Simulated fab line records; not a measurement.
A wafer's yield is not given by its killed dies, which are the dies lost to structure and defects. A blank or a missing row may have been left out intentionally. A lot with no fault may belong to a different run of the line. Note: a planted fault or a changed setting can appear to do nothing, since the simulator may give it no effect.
Chamber matching || flow sky130 || SKY_VIA2_CMP_02 on cmp-01: 4 sister chambers
The step polishes SiO2. 4 wafers are shown with their chamber, then 8 later ones without.

## WAFERS PAIRED WITH THEIR CHAMBERS
{"wafer": "L874.1", "chamber": 0, "motor current A (A)": 9.9}
{"wafer": "L874.5", "chamber": 1, "motor current A (A)": 11.0}
{"wafer": "L874.6", "chamber": 2, "motor current A (A)": 16.8}
{"wafer": "L875.2", "chamber": 3, "motor current A (A)": 12.7}

## WAFERS MISSING THEIR CHAMBER
{"wafer": "L875.5", "motor current A (A)": 17.2}
{"wafer": "L875.6", "motor current A (A)": 10.5}
{"wafer": "L879.1", "motor current A (A)": 17.3}
{"wafer": "L879.4", "motor current A (A)": 10.5}
{"wafer": "L879.5", "motor current A (A)": 10.7}
{"wafer": "L878.1", "motor current A (A)": 10.8}
{"wafer": "L878.2", "motor current A (A)": 12.3}
{"wafer": "L878.4", "motor current A (A)": 10.0}

## CHAMBER TAKEN BY EACH
{"wafer": "L875.5", "from the rows above": 2, "in truth": 2}
{"wafer": "L875.6", "from the rows above": "can't be placed: 1 or 0", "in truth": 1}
{"wafer": "L879.1", "from the rows above": 2, "in truth": 2}
{"wafer": "L879.4", "from the rows above": "can't be placed: 1 or 0", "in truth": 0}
{"wafer": "L879.5", "from the rows above": "can't be placed: 1 or 0", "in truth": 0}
{"wafer": "L878.1", "from the rows above": "can't be placed: 1 or 0", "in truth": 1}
{"wafer": "L878.2", "from the rows above": 3, "in truth": 3}
{"wafer": "L878.4", "from the rows above": 0, "in truth": 0}
4 of 8 placed correctly. From these rows, 4 cannot be placed; in 4 the true chamber is one of the candidates. Placed wrongly: 0.
How it was worked out, from the rows above alone: a wafer's distance from a chamber is the root of the sum, over the readings, of the square of ((its reading less the chamber's mean) divided by the reading's scatter). The wafer belongs to the nearest chamber; if the next one is less than 2 further off, it can't be placed. Each chamber's mean is taken over the wafers shown for it. The scatter (one wafer shown for each chamber): square how far every hidden wafer sits from the nearest shown wafer, average those squares and take the square root.
